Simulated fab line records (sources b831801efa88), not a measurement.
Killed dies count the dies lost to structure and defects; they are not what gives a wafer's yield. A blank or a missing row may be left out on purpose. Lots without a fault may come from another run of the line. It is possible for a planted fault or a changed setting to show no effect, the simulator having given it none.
fab line records | flow sky130
[record] lots = 15 | wafers = 43 | last_day = 50
route steps=708 shown SPACER@306 LI_CONTACT@375 METAL1@453 PASSIVATION@682
lots untouched by any fault: they come from a run of this same line in which no faults occurred
start_h: hours from the record's opening day to when the first of the lot's shown wafers began | wait_h: how many hours have passed since the lot's step before this one | " unchanged from the row above | L1.1+2: a row that stands for several wafers | - no value, or no start was given | * or withheld: withheld | < > ~ a bound
route shown NAME@n: a module of which the file shows steps, and the number in the route of the first | usual: mean/standard deviation taken from wafers without a fault | same: alike in all rows | chamber/n: place in a boat | sites: readings site by site | _std_site: their standard deviation | _edge_site: mean of outer sites minus mean of inner sites | radius_mm: for every site, how far away it sits from the centre of the wafer | mask NAME#n: copy n | behind: the last tool/chamber to shape the wafer | hold: cause of the lot's hold/its duration in hours/its outcome | device: which transistor (n, p or np) failed to switch | end of line: the same wafers' tests at the end of the route | a step given without rows: its recipe and nothing more | killed: dies lost to structure and defects at the first sort, not the wafer's yield | map: shows each die of a wafer: x if killed, . if not, _ if none is there
set.NAME: setting as actually run; set.NAME@STEP: the setting as run at that earlier step | model.NAME: the simulator's own value behind a step, which no gauge read
steps of the route over a sample of lots; a table a step, a row a wafer
services: a tool's chamber out of use, with start hour (start_h, from the record's first day; less than 0 if before it), hours out, and reason
[[steps]]
[step SKY_SPACER_ETCHBACK_02]
[recipe] chemistry = CH3F/O2 | target = Si3N4 | stop_on = SiO2 | source_w = 400 | bias_w = 80 | pressure_mtorr = 25 | ch3f_flow_sccm = 40 | O2_flow_sccm = 30 | time_s = 46.7 | target_depth_a = 450
[usual] O2_flow_sccm = 30.01/0.097 | drypump_motor_current_A = 5.8/0.54 | oes_product_au = 0.855/0.0067 | throttle_valve_pct = 10.561/0.01
lot.wafer | tool        | chamber | start_h | wait_h | O2_flow_sccm | drypump_motor_current_A | oes_product_au | rf_hours_counter_h | throttle_valve_pct
L910.1    | rie_diel-04 | 3       | 529.44  | 0.1    | 29.99        | 5.0                     | 0.852          | 62                 | 10.558
L910.4    | "           | 0       | "       | "      | 30.14        | 6.8                     | 0.852          | 81                 | 10.572
L910.6    | "           | 0       | "       | "      | 30.23        | 6.8                     | 0.847          | -                  | 10.559
L911.4    | rie_diel-04 | 0       | 547.24  | 0.0    | 30.12        | 6.8                     | 0.858          | 81                 | 10.555
L911.5    | "           | 3       | "       | "      | 30.14        | 5.0                     | 0.865          | -                  | 10.561
L911.6    | "           | 0       | "       | "      | 30.11        | 6.8                     | 0.853          | -                  | 10.566
L917.2    | rie_diel-01 | 2       | 588.19  | 0.0    | 30.04        | 5.5                     | 0.851          | 5                  | 10.570
L917.6    | "           | 0       | "       | "      | 29.99        | 6.4                     | 0.848          | -                  | 10.548
L918.2    | rie_diel-01 | 1       | 595.49  | 0.0    | 30.10        | 5.6                     | 0.852          | 3                  | 10.565
L918.5    | "           | 1       | "       | "      | 30.09        | 5.6                     | 0.848          | -                  | 10.580
L919.2    | rie_diel-03 | 3       | 601.01  | 0.0    | 29.96        | 5.6                     | 0.852          | 2                  | 10.565
L919.4    | "           | 1       | "       | "      | 29.99        | 5.9                     | 0.850          | 64                 | 10.569
L919.5    | "           | 1       | "       | "      | 29.96        | 5.9                     | 0.856          | -                  | 10.557
L920.1    | rie_diel-04 | 1       | 610.25  | 0.1    | 29.97        | 5.2                     | 0.858          | 5                  | 10.568
L920.2    | "           | 0       | "       | "      | 30.07        | 6.8                     | 0.866          | 0                  | 10.551
L920.4    | "           | 2       | "       | "      | 30.04        | 5.6                     | 0.866          | 15                 | 10.560
L922.1    | rie_diel-03 | 2       | 624.43  | 0.1    | 29.94        | 5.6                     | 0.863          | 6                  | 10.570
L922.3    | "           | 3       | "       | "      | 29.94        | 5.6                     | 0.855          | 2                  | 10.577
L922.4    | "           | 1       | "       | "      | 29.92        | 5.9                     | 0.856          | 64                 | 10.555
L925.2    | rie_diel-04 | 0       | 648.74  | 0.0    | 30.19        | 6.8                     | 0.862          | 1                  | 10.539
L925.3    | "           | 3       | "       | "      | 30.02        | 5.0                     | 0.857          | 65                 | 10.565
L925.6    | "           | 2       | "       | "      | 29.96        | 5.6                     | 0.865          | -                  | 10.552
L927.3    | rie_diel-04 | 0       | 672.88  | 0.0    | 30.05        | 6.8                     | 0.866          | 2                  | 10.567
L927.4    | "           | 2       | "       | "      | 29.87        | 5.6                     | 0.858          | -                  | 10.569
L927.6    | "           | 0       | "       | "      | 30.15        | 6.8                     | 0.862          | -                  | 10.580
L928.2    | rie_diel-04 | 3       | 677.39  | 0.0    | 30.00        | 5.0                     | 0.862          | 0                  | 10.570
L928.3    | "           | 0       | "       | "      | 30.07        | 6.8                     | 0.860          | 2                  | 10.571
L928.4    | "           | 2       | "       | "      | 29.78        | 5.6                     | 0.865          | -                  | 10.554
L929.1    | rie_diel-01 | 0       | 685.84  | 0.1    | 30.07        | 6.3                     | 0.860          | 12                 | 10.569
L929.3    | "           | 3       | "       | "      | 29.81        | 5.4                     | 0.847          | 8                  | 10.571
L929.4    | "           | 2       | "       | "      | 29.99        | 5.6                     | 0.857          | 7                  | 10.558
L930.1    | rie_diel-03 | 1       | 693.60  | 0.1    | 29.90        | 5.9                     | 0.856          | 0                  | 10.564
L930.2    | "           | 2       | "       | "      | 29.90        | 5.6                     | 0.847          | 7                  | 10.550
L930.4    | "           | 3       | "       | "      | 29.87        | 5.6                     | 0.841          | 4                  | 10.546
L931.1    | rie_diel-01 | 0       | 702.81  | 0.1    | 30.19        | 6.4                     | 0.841          | 13                 | 10.568
L931.4    | "           | 3       | "       | "      | 29.99        | 5.4                     | 0.849          | 8                  | 10.573
L931.5    | "           | 1       | "       | "      | 29.95        | 5.6                     | 0.843          | -                  | 10.557
L932.1    | rie_diel-03 | 1       | 706.44  | 0.1    | 29.87        | 5.8                     | 0.856          | 0                  | 10.558
L932.2    | "           | 2       | "       | "      | 30.26        | 5.6                     | 0.857          | 8                  | 10.574
L932.4    | "           | 3       | "       | "      | 30.07        | 5.6                     | 0.852          | 4                  | 10.567
L933.2    | rie_diel-04 | 2       | 716.39  | 0.0    | 29.96        | 5.6                     | 0.843          | 18                 | 10.579
L933.4    | "           | 0       | "       | "      | 30.06        | 6.8                     | 0.841          | -                  | 10.566
L933.5    | "           | 1       | "       | "      | 30.14        | 5.2                     | 0.838          | -                  | 10.558
[step SKY_LI_CONTACT_OVL_MEAS_13]
[usual] LI_CONTACT_OVL = -2/5.2
lot.wafer | tool       | chamber | start_h | wait_h | LI_CONTACT_OVL[nm]
L910.1    | overlay-02 | -       | 675.96  | 0.1    | -6
L910.4    | "          | -       | "       | "      | -1
L910.6    | "          | -       | "       | "      | 0
L911.4    | overlay-02 | -       | 693.96  | 0.1    | -4
L911.5    | "          | -       | "       | "      | -14
L911.6    | "          | -       | "       | "      | -3
L917.2    | overlay-02 | -       | 731.36  | 0.1    | -9
L917.6    | "          | -       | "       | "      | -13
L918.2    | overlay-01 | -       | 736.22  | 0.1    | 2
L918.5    | "          | -       | "       | "      | -4
L919.2    | overlay-02 | -       | 743.70  | 0.1    | 0
L919.4    | "          | -       | "       | "      | 1
L919.5    | "          | -       | "       | "      | 1
L920.1    | overlay-01 | -       | 752.86  | 0.1    | -1
L920.2    | "          | -       | "       | "      | 2
L920.4    | "          | -       | "       | "      | 0
L922.1    | overlay-02 | -       | 765.29  | 0.1    | -1
L922.3    | "          | -       | "       | "      | 4
L922.4    | "          | -       | "       | "      | 8
L925.2    | overlay-02 | -       | 786.76  | 0.1    | 2
L925.3    | "          | -       | "       | "      | -4
L925.6    | "          | -       | "       | "      | -2
L927.3    | overlay-01 | -       | 809.37  | 0.1    | -9
L927.4    | "          | -       | "       | "      | -10
L927.6    | "          | -       | "       | "      | -8
L928.2    | overlay-01 | -       | 814.45  | 0.1    | -10
L928.3    | "          | -       | "       | "      | 2
L928.4    | "          | -       | "       | "      | 1
L929.1    | overlay-02 | -       | 820.81  | 0.1    | -8
L929.3    | "          | -       | "       | "      | -6
L929.4    | "          | -       | "       | "      | -8
L930.1    | overlay-02 | -       | 830.76  | 0.1    | -4
L930.2    | "          | -       | "       | "      | -6
L930.4    | "          | -       | "       | "      | -8
L931.1    | overlay-01 | -       | 839.16  | 0.1    | 0
L931.4    | "          | -       | "       | "      | 2
L931.5    | "          | -       | "       | "      | -3
L932.1    | overlay-02 | -       | 842.61  | 0.1    | -3
L932.2    | "          | -       | "       | "      | -3
L932.4    | "          | -       | "       | "      | -10
L933.2    | overlay-01 | -       | 851.71  | 0.1    | -4
L933.4    | "          | -       | "       | "      | -5
L933.5    | "          | -       | "       | "      | 2
[step SKY_LI_CONTACT_RS_MEAS_22]
[recipe] thk_meas_gauge = four-point-probe | reads = W_of_LI_CONTACT_CVD_21+TiN_of_LI_CONTACT_SPUTTER_20+Ti_of_LI_CONTACT_SPUTTER_19
[usual] LI_CONTACT_W_RS = 0.287/0.0032
lot.wafer | tool          | chamber | start_h | wait_h | LI_CONTACT_W_RS[ohm/sq]
L910.1    | film_metro-03 | -       | 676.68  | 0.1    | 0.287
L910.4    | "             | -       | "       | "      | 0.289
L910.6    | "             | -       | "       | "      | 0.290
L911.4    | film_metro-02 | -       | 694.73  | 0.1    | 0.286
L911.5    | "             | -       | "       | "      | 0.291
L911.6    | "             | -       | "       | "      | 0.286
L917.2    | film_metro-04 | -       | 732.10  | 0.1    | 0.293
L917.6    | "             | -       | "       | "      | 0.287
L918.2    | film_metro-03 | -       | 736.95  | 0.1    | 0.282
L918.5    | "             | -       | "       | "      | 0.285
L919.2    | film_metro-03 | -       | 744.43  | 0.1    | 0.286
L919.4    | "             | -       | "       | "      | 0.286
L919.5    | "             | -       | "       | "      | 0.282
L920.1    | film_metro-04 | -       | 753.58  | 0.1    | 0.287
L920.2    | "             | -       | "       | "      | 0.291
L920.4    | "             | -       | "       | "      | 0.284
L922.1    | film_metro-03 | -       | 766.01  | 0.1    | 0.286
L922.3    | "             | -       | "       | "      | 0.288
L922.4    | "             | -       | "       | "      | 0.286
L925.2    | film_metro-02 | -       | 787.50  | 0.1    | 0.286
L925.3    | "             | -       | "       | "      | 0.281
L925.6    | "             | -       | "       | "      | 0.284
L927.3    | film_metro-04 | -       | 810.12  | 0.1    | 0.287
L927.4    | "             | -       | "       | "      | 0.289
L927.6    | "             | -       | "       | "      | 0.284
L928.2    | film_metro-03 | -       | 815.18  | 0.1    | 0.284
L928.3    | "             | -       | "       | "      | 0.288
L928.4    | "             | -       | "       | "      | 0.285
L929.1    | film_metro-04 | -       | 821.53  | 0.1    | 0.284
L929.3    | "             | -       | "       | "      | 0.285
L929.4    | "             | -       | "       | "      | 0.282
L930.1    | film_metro-04 | -       | 831.48  | 0.1    | 0.293
L930.2    | "             | -       | "       | "      | 0.287
L930.4    | "             | -       | "       | "      | 0.295
L931.1    | film_metro-02 | -       | 839.88  | 0.1    | 0.283
L931.4    | "             | -       | "       | "      | 0.282
L931.5    | "             | -       | "       | "      | 0.284
L932.1    | film_metro-04 | -       | 843.33  | 0.1    | 0.288
L932.2    | "             | -       | "       | "      | 0.289
L932.4    | "             | -       | "       | "      | 0.290
L933.2    | film_metro-04 | -       | 852.46  | 0.1    | 0.289
L933.4    | "             | -       | "       | "      | 0.284
L933.5    | "             | -       | "       | "      | 0.286
[step SKY_METAL1_METAL_ETCH_19]
[recipe] target_depth_a = 3600 | stop_on = SiO2 | over_etch_frac = 0.3 | time_s = 78 | chemistry = Cl2/BCl3 | resist_sidewall_deg = 88 | pressure_mtorr = 10 | icp_w = 900 | bias_w = 48.5 | Cl2_flow_sccm = 60 | bcl3_flow_sccm = 30
[usual] drypump_motor_current_A = 5.62/0.13 | oes_product_au = 0.854/0.0061 | throttle_valve_pct = 22.264/0.0094
lot.wafer | tool         | chamber | start_h | wait_h | drypump_motor_current_A | oes_product_au | rf_hours_counter_h | throttle_valve_pct
L910.1    | rie_metal-01 | 1       | 764.13  | 0.0    | 5.43                    | 0.851          | 14                 | 22.256
L910.4    | "            | 1       | "       | "      | 5.41                    | 0.857          | -                  | 22.269
L910.6    | "            | 1       | "       | "      | 5.43                    | 0.855          | -                  | 22.255
L911.4    | rie_metal-01 | 0       | 780.71  | 0.1    | 5.57                    | 0.846          | -                  | 22.255
L911.5    | "            | 0       | "       | "      | 5.57                    | 0.844          | -                  | 22.257
L911.6    | "            | 0       | "       | "      | 5.57                    | 0.843          | -                  | 22.260
L917.2    | rie_metal-01 | 1       | 815.88  | 0.0    | 5.42                    | 0.847          | 1                  | 22.255
L917.6    | "            | 0       | "       | "      | 5.56                    | 0.853          | -                  | 22.259
L918.2    | rie_metal-01 | 1       | 820.87  | 0.0    | 5.40                    | 0.857          | 1                  | 22.247
L918.5    | "            | 1       | "       | "      | 5.42                    | 0.848          | -                  | 22.279
L919.2    | rie_metal-01 | 0       | 828.12  | 0.0    | 5.55                    | 0.853          | 7                  | 22.265
L919.4    | "            | 0       | "       | "      | 5.57                    | 0.855          | -                  | 22.256
L919.5    | "            | 0       | "       | "      | 5.56                    | 0.855          | -                  | 22.257
L920.1    | rie_metal-04 | 1       | 838.08  | 0.0    | 5.73                    | 0.855          | 12                 | 22.263
L920.2    | "            | 0       | "       | "      | 5.76                    | 0.853          | 16                 | 22.267
L920.4    | "            | 0       | "       | "      | 5.71                    | 0.854          | -                  | 22.272
L922.1    | rie_metal-04 | 0       | 849.13  | 0.0    | 5.71                    | 0.853          | 16                 | 22.258
L922.3    | "            | 1       | "       | "      | 5.74                    | 0.847          | -                  | 22.272
L922.4    | "            | 0       | "       | "      | 5.73                    | 0.849          | -                  | 22.275
L925.2    | rie_metal-04 | 1       | 870.72  | 0.1    | 5.73                    | 0.860          | -                  | 22.280
L925.3    | "            | 1       | "       | "      | 5.76                    | 0.850          | -                  | 22.274
L925.6    | "            | 1       | "       | "      | 5.74                    | 0.847          | -                  | 22.273
L927.3    | rie_metal-04 | 0       | 891.52  | 0.1    | 5.73                    | 0.856          | -                  | 22.256
L927.4    | "            | 1       | "       | "      | 5.72                    | 0.838          | -                  | 22.253
L927.6    | "            | 1       | "       | "      | 5.73                    | 0.865          | -                  | 22.272
L928.2    | rie_metal-02 | 1       | 896.69  | 0.0    | 5.79                    | 0.852          | 5                  | 22.269
L928.3    | "            | 1       | "       | "      | 5.80                    | 0.849          | -                  | 22.255
L928.4    | "            | 0       | "       | "      | 5.49                    | 0.854          | -                  | 22.276
L929.1    | rie_metal-01 | 0       | 901.32  | 0.0    | 5.56                    | 0.848          | 10                 | 22.259
L929.3    | "            | 0       | "       | "      | 5.55                    | 0.853          | -                  | 22.263
L929.4    | "            | 1       | "       | "      | 5.42                    | 0.849          | -                  | 22.258
L930.1    | rie_metal-04 | 0       | 912.33  | 0.0    | 5.71                    | 0.852          | 2                  | 22.294
L930.2    | "            | 1       | "       | "      | 5.74                    | 0.859          | 16                 | 22.266
L930.4    | "            | 1       | "       | "      | 5.73                    | 0.849          | -                  | 22.253
L931.1    | rie_metal-04 | 0       | 921.44  | 0.0    | 5.72                    | 0.860          | 2                  | 22.257
L931.4    | "            | 0       | "       | "      | 5.70                    | 0.858          | -                  | 22.265
L931.5    | "            | 0       | "       | "      | 5.74                    | 0.849          | -                  | 22.266
L932.1    | rie_metal-04 | 1       | 923.42  | 0.0    | 5.73                    | 0.846          | 17                 | 22.268
L932.2    | "            | 0       | "       | "      | 5.74                    | 0.854          | 2                  | 22.256
L932.4    | "            | 0       | "       | "      | 5.76                    | 0.858          | -                  | 22.277
L933.2    | rie_metal-04 | 1       | 933.37  | 0.0    | 5.74                    | 0.867          | 17                 | 22.254
L933.4    | "            | 1       | "       | "      | 5.74                    | 0.857          | -                  | 22.277
L933.5    | "            | 1       | "       | "      | 5.74                    | 0.856          | -                  | 22.262
[step SKY_METAL1_STRIP_20]
[recipe] chemistry = O2/N2 | power_w = 1400 | pressure_mtorr = 1500 | platen_temp_c = withheld | o2_flow_sccm = 3000 | n2_flow_sccm = 300 | overash_fraction = 0.5
[usual] drypump_motor_current_A = 5.63/0.23 | n2_flow_sccm = 300.2/0.89 | oes_product_au = 0.344/0.0057 | strip_time_to_endpoint_s = 2.72/0.076
lot.wafer | tool            | chamber | start_h | wait_h | drypump_motor_current_A | n2_flow_sccm | oes_product_au | rf_hours_counter_h | strip_time_to_endpoint_s
L910.1    | plasma_asher-01 | 0       | 764.22  | 0.1    | 5.44                    | 300.0        | 0.350          | 2                  | 2.71
L910.4    | "               | 1       | "       | "      | 5.95                    | 300.2        | 0.343          | -                  | 2.69
L910.6    | "               | 1       | "       | "      | 5.99                    | 300.1        | 0.339          | -                  | 2.71
L911.4    | plasma_asher-04 | 0       | 780.83  | 0.1    | 5.70                    | 300.4        | 0.342          | -                  | 2.72
L911.5    | "               | 1       | "       | "      | 5.40                    | 299.4        | 0.345          | -                  | 2.69
L911.6    | "               | 0       | "       | "      | 5.69                    | 301.9        | 0.338          | -                  | 2.69
L917.2    | plasma_asher-02 | 1       | 815.97  | 0.1    | 5.58                    | 300.8        | 0.366          | 100                | 3.26
L917.6    | "               | 1       | "       | "      | 5.58                    | 300.1        | 0.344          | -                  | 2.77
L918.2    | plasma_asher-01 | 1       | 820.96  | 0.1    | 5.98                    | 300.0        | 0.364          | 8                  | 3.17
L918.5    | "               | 0       | "       | "      | 5.45                    | 302.6        | 0.354          | -                  | 3.21
L919.2    | plasma_asher-01 | 0       | 828.21  | 0.1    | 5.45                    | 299.7        | 0.354          | 8                  | 3.13
L919.4    | "               | 1       | "       | "      | 5.94                    | 301.1        | 0.342          | -                  | 2.70
L919.5    | "               | 1       | "       | "      | 5.97                    | 301.4        | 0.357          | -                  | 3.14
L920.1    | plasma_asher-01 | 1       | 838.17  | 0.1    | 5.97                    | 299.5        | 0.345          | 9                  | 2.77
L920.2    | "               | 0       | "       | "      | 5.46                    | 299.1        | 0.338          | 9                  | 2.79
L920.4    | "               | 1       | "       | "      | 6.00                    | 300.9        | 0.344          | -                  | 2.74
L922.1    | plasma_asher-04 | 0       | 849.22  | 0.1    | 5.70                    | 299.7        | 0.340          | 74                 | 2.74
L922.3    | "               | 0       | "       | "      | 5.69                    | 301.8        | 0.347          | -                  | 2.78
L922.4    | "               | 1       | "       | "      | 5.46                    | 298.2        | 0.348          | -                  | 2.70
L925.2    | plasma_asher-04 | 1       | 870.87  | 0.1    | 5.41                    | 300.7        | 0.351          | 76                 | 2.77
L925.3    | "               | 1       | "       | "      | 5.44                    | 300.6        | 0.351          | -                  | 2.75
L925.6    | "               | 0       | "       | "      | 5.69                    | 299.5        | 0.350          | -                  | 2.77
L927.3    | plasma_asher-04 | 0       | 891.62  | 0.1    | 5.70                    | 299.0        | 0.340          | -                  | 2.58
L927.4    | "               | 1       | "       | "      | 5.42                    | 301.2        | 0.350          | -                  | 2.79
L927.6    | "               | 1       | "       | "      | 5.41                    | 300.6        | 0.354          | -                  | 2.76
L928.2    | plasma_asher-01 | 1       | 896.78  | 0.1    | 5.97                    | 299.0        | 0.341          | 15                 | 2.65
L928.3    | "               | 1       | "       | "      | 5.96                    | 298.5        | 0.338          | -                  | 2.62
L928.4    | "               | 0       | "       | "      | 5.47                    | 300.0        | 0.340          | -                  | 2.68
L929.1    | plasma_asher-01 | 0       | 901.41  | 0.1    | 5.46                    | 299.4        | 0.344          | 16                 | 2.77
L929.3    | "               | 1       | "       | "      | 6.03                    | 300.3        | 0.349          | -                  | 2.74
L929.4    | "               | 0       | "       | "      | 5.45                    | 299.0        | 0.353          | -                  | 2.84
L930.1    | plasma_asher-01 | 1       | 912.42  | 0.1    | 5.97                    | 299.2        | 0.341          | 17                 | 2.61
L930.2    | "               | 0       | "       | "      | 5.46                    | 298.7        | 0.349          | 17                 | 2.80
L930.4    | "               | 1       | "       | "      | 5.98                    | 300.5        | 0.350          | -                  | 2.79
L931.1    | plasma_asher-04 | 0       | 921.53  | 0.1    | 5.68                    | 299.4        | 0.347          | 79                 | 2.63
L931.4    | "               | 0       | "       | "      | 5.69                    | 300.0        | 0.336          | -                  | 2.61
L931.5    | "               | 1       | "       | "      | 5.42                    | 299.3        | 0.343          | -                  | 2.64
L932.1    | plasma_asher-04 | 1       | 923.51  | 0.1    | 5.42                    | 300.3        | 0.343          | 80                 | 2.70
L932.2    | "               | 0       | "       | "      | 5.69                    | 300.1        | 0.334          | 80                 | 2.57
L932.4    | "               | 0       | "       | "      | 5.68                    | 299.9        | 0.336          | -                  | 2.57
L933.2    | plasma_asher-01 | 0       | 933.46  | 0.1    | 5.46                    | 298.7        | 0.350          | 19                 | 2.76
L933.4    | "               | 0       | "       | "      | 5.47                    | 298.6        | 0.339          | -                  | 2.77
L933.5    | "               | 1       | "       | "      | 6.00                    | 299.0        | 0.349          | -                  | 2.78
[step SKY_PASSIVATION_THK_MEAS_01]
[recipe] reads = SiO2_of_PASSIVATION_CVD_00
[usual] PASSIVATION_CVD_00_THK = 90.6/1.1
lot.wafer | tool          | chamber | start_h | wait_h | hold                     | PASSIVATION_CVD_00_THK[nm]
L910.1    | film_metro-02 | -       | 1027.13 | -      | -                        | 89.2
L910.4    | "             | -       | "       | "      | -                        | 92.4
L910.6    | "             | -       | "       | "      | -                        | 90.3
L911.4    | film_metro-04 | -       | 1043.15 | -      | -                        | 90.4
L911.5    | "             | -       | "       | "      | -                        | 90.3
L911.6    | "             | -       | "       | "      | -                        | 91.4
L917.2    | film_metro-04 | -       | 1072.59 | -      | await_dispo/0.2h/release | 90.1
L917.6    | "             | -       | "       | "      | await_dispo/0.2h/release | 91.1
L917.2    | film_metro-04 | -       | 1072.92 | 0.3    | -                        | 90.1
L917.6    | "             | -       | "       | "      | -                        | 91.1
L918.2    | film_metro-03 | -       | 1075.66 | -      | await_dispo/0.2h/release | 90.0
L918.5    | "             | -       | "       | "      | await_dispo/0.2h/release | 91.2
L918.2    | film_metro-03 | -       | 1075.93 | 0.3    | -                        | 89.9
L918.5    | "             | -       | "       | "      | -                        | 91.1
L919.2    | film_metro-02 | -       | 1082.65 | -      | -                        | 90.2
L919.4    | "             | -       | "       | "      | -                        | 91.2
L919.5    | "             | -       | "       | "      | -                        | 90.7
L920.1    | film_metro-04 | -       | 1092.59 | -      | -                        | 90.0
L920.2    | "             | -       | "       | "      | -                        | 89.2
L920.4    | "             | -       | "       | "      | -                        | 91.0
L922.1    | film_metro-04 | -       | 1101.28 | -      | -                        | 90.0
L922.3    | "             | -       | "       | "      | -                        | 88.7
L922.4    | "             | -       | "       | "      | -                        | 91.4
L925.2    | film_metro-02 | -       | 1116.77 | -      | -                        | 91.6
L925.3    | "             | -       | "       | "      | -                        | 91.1
L925.6    | "             | -       | "       | "      | -                        | 93.0
L927.3    | film_metro-03 | -       | 1133.29 | -      | -                        | 91.4
L927.4    | "             | -       | "       | "      | -                        | 90.4
L927.6    | "             | -       | "       | "      | -                        | 91.1
L928.2    | film_metro-02 | -       | 1138.23 | -      | -                        | 90.8
L928.3    | "             | -       | "       | "      | -                        | 91.1
L928.4    | "             | -       | "       | "      | -                        | 91.7
L929.1    | film_metro-02 | -       | 1139.99 | -      | -                        | 89.8
L929.3    | "             | -       | "       | "      | -                        | 89.6
L929.4    | "             | -       | "       | "      | -                        | 90.8
L930.1    | film_metro-03 | -       | 1146.04 | -      | -                        | 89.2
L930.2    | "             | -       | "       | "      | -                        | 90.1
L930.4    | "             | -       | "       | "      | -                        | 91.3
L931.1    | film_metro-03 | -       | 1154.32 | -      | -                        | 90.1
L931.4    | "             | -       | "       | "      | -                        | 91.6
L931.5    | "             | -       | "       | "      | -                        | 91.4
L932.1    | film_metro-03 | -       | 1156.82 | -      | -                        | 90.3
L932.2    | "             | -       | "       | "      | -                        | 89.6
L932.4    | "             | -       | "       | "      | -                        | 91.6
L933.2    | film_metro-03 | -       | 1163.89 | -      | -                        | 89.7
L933.4    | "             | -       | "       | "      | -                        | 89.9
L933.5    | "             | -       | "       | "      | -                        | 90.0
[step SKY_PASSIVATION_CVD_02]
[recipe] material = Si3N4 | target_thk_nm = 540 | temp_c = 400 | time_s = withheld | rf_w = 450
[usual] heater_power_w = 729/100
lot.wafer | tool     | chamber | start_h | wait_h | hold                     | heater_power_w
L910.1    | pecvd-02 | 0       | 1027.19 | 0.1    | -                        | 723
L910.4    | "        | 0       | "       | "      | -                        | 778
L910.6    | "        | 2       | "       | "      | -                        | 623
L911.4    | pecvd-02 | 2       | 1043.29 | 0.1    | -                        | 700
L911.5    | "        | 1       | "       | "      | -                        | 698
L911.6    | "        | 0       | "       | "      | -                        | 842
L917.2    | pecvd-01 | 0       | 1075.50 | 2.6    | await_dispo/2.5h/release | 651
L917.6    | "        | 2       | "       | "      | await_dispo/2.5h/release | 741
L918.2    | pecvd-03 | 0       | 1078.62 | 2.7    | await_dispo/2.6h/release | 691
L918.5    | "        | 0       | "       | "      | await_dispo/2.6h/release | 595
L919.2    | pecvd-02 | 1       | 1082.70 | 0.0    | -                        | 634
L919.4    | "        | 1       | "       | "      | -                        | 662
L919.5    | "        | 0       | "       | "      | -                        | 765
L920.1    | pecvd-01 | 0       | 1092.65 | 0.1    | -                        | 612
L920.2    | "        | 2       | "       | "      | -                        | 780
L920.4    | "        | 0       | "       | "      | -                        | 624
L922.1    | pecvd-03 | 0       | 1101.34 | 0.1    | -                        | 632
L922.3    | "        | 2       | "       | "      | -                        | 591
L922.4    | "        | 2       | "       | "      | -                        | 636
L925.2    | pecvd-01 | 1       | 1116.82 | 0.0    | -                        | 858
L925.3    | "        | 2       | "       | "      | -                        | 780
L925.6    | "        | 1       | "       | "      | -                        | 690
L927.3    | pecvd-02 | 0       | 1133.44 | 0.1    | -                        | 803
L927.4    | "        | 1       | "       | "      | -                        | 682
L927.6    | "        | 1       | "       | "      | -                        | 707
L928.2    | pecvd-03 | 2       | 1138.28 | 0.0    | -                        | 654
L928.3    | "        | 0       | "       | "      | -                        | 707
L928.4    | "        | 2       | "       | "      | -                        | 679
L929.1    | pecvd-01 | 1       | 1140.05 | 0.1    | -                        | 818
L929.3    | "        | 2       | "       | "      | -                        | 847
L929.4    | "        | 0       | "       | "      | -                        | 614
L930.1    | pecvd-02 | 1       | 1146.10 | 0.1    | -                        | 595
L930.2    | "        | 1       | "       | "      | -                        | 643
L930.4    | "        | 1       | "       | "      | -                        | 694
L931.1    | pecvd-01 | 0       | 1154.38 | 0.1    | -                        | 642
L931.4    | "        | 0       | "       | "      | -                        | 696
L931.5    | "        | 1       | "       | "      | -                        | 817
L932.1    | pecvd-03 | 1       | 1156.88 | 0.1    | -                        | 818
L932.2    | "        | 0       | "       | "      | -                        | 578
L932.4    | "        | 0       | "       | "      | -                        | 632
L933.2    | pecvd-01 | 0       | 1163.94 | 0.0    | -                        | 639
L933.4    | "        | 0       | "       | "      | -                        | 653
L933.5    | "        | 2       | "       | "      | -                        | 732
[[services]]
tool            | chamber | start_h | hours | kind
plasma_asher-04 | -       | 507.72  | 1.7   | repair
rie_metal-04    | -       | 531.22  | 2.8   | pm
plasma_asher-04 | -       | 540.73  | 5.8   | repair
rie_diel-04     | -       | 614.57  | 4.3   | pm
plasma_asher-01 | -       | 631.76  | 2.6   | repair
plasma_asher-04 | -       | 652.06  | 2.8   | pm
rie_diel-04     | 1       | 673.39  | 27.4  | repair
plasma_asher-01 | -       | 675.36  | 2.1   | repair
rie_diel-04     | 3       | 712.88  | 3.7   | repair
plasma_asher-01 | -       | 733.75  | 9.0   | pm
rie_metal-04    | 0       | 746.11  | 5.9   | repair
plasma_asher-04 | -       | 796.39  | 1.3   | repair
plasma_asher-01 | -       | 801.57  | 1.6   | repair
plasma_asher-04 | -       | 807.98  | 0.5   | repair
rie_diel-04     | -       | 852.17  | 2.8   | pm
rie_diel-04     | 1       | 857.42  | 30.1  | repair
rie_metal-04    | -       | 861.35  | 2.0   | repair
rie_metal-04    | -       | 917.03  | 1.4   | pm
plasma_asher-01 | -       | 930.95  | 2.0   | repair
rie_metal-04    | -       | 998.82  | 0.6   | repair
rie_metal-04    | -       | 1053.88 | 0.9   | repair
rie_metal-04    | 0       | 1096.18 | 17.8  | repair
rie_diel-04     | 0       | 1143.39 | 4.2   | repair
rie_diel-04     | 2       | 1157.64 | 6.4   | repair
[[key]]
[first_sign] step = SKY_METAL1_STRIP_20 | reading = strip_time_to_endpoint_s | direction = up | sigmas = 6 | usual = * | struck = *
[effect] step = SKY_METAL1_STRIP_20 | reading = oes_product_au | direction = up | sigmas = 2.7 | usual = 0.344 | struck = 0.359
[effect] step = SKY_PASSIVATION_CVD_02 | reading = hold | direction = added
met_at SKY_METAL1_METAL_ETCH_19
struck_lots L917,L918,L919
struck_wafers L917.2,L918.2,L918.5,L919.2,L919.5
sort_left_out L917.2,L918.2,L918.5
not_acting_at SKY_SPACER_ETCHBACK_02,SKY_LI_CONTACT_OVL_MEAS_13,SKY_LI_CONTACT_RS_MEAS_22
onset_between 780.71 815.88
[fault] kind = process_parameter_drift | tool = rie_metal-01 | chamber = - | onset_h = 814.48 | steps = SKY_METAL1_METAL_ETCH_19 | channel = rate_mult | offset = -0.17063 | shape = step | end_h = 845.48 | scope = struck_wafers_only
// sort_left_out: the simulated sort isn't trusted on such a fault, so these wafers' sort isn't shown, and their yield isn't known
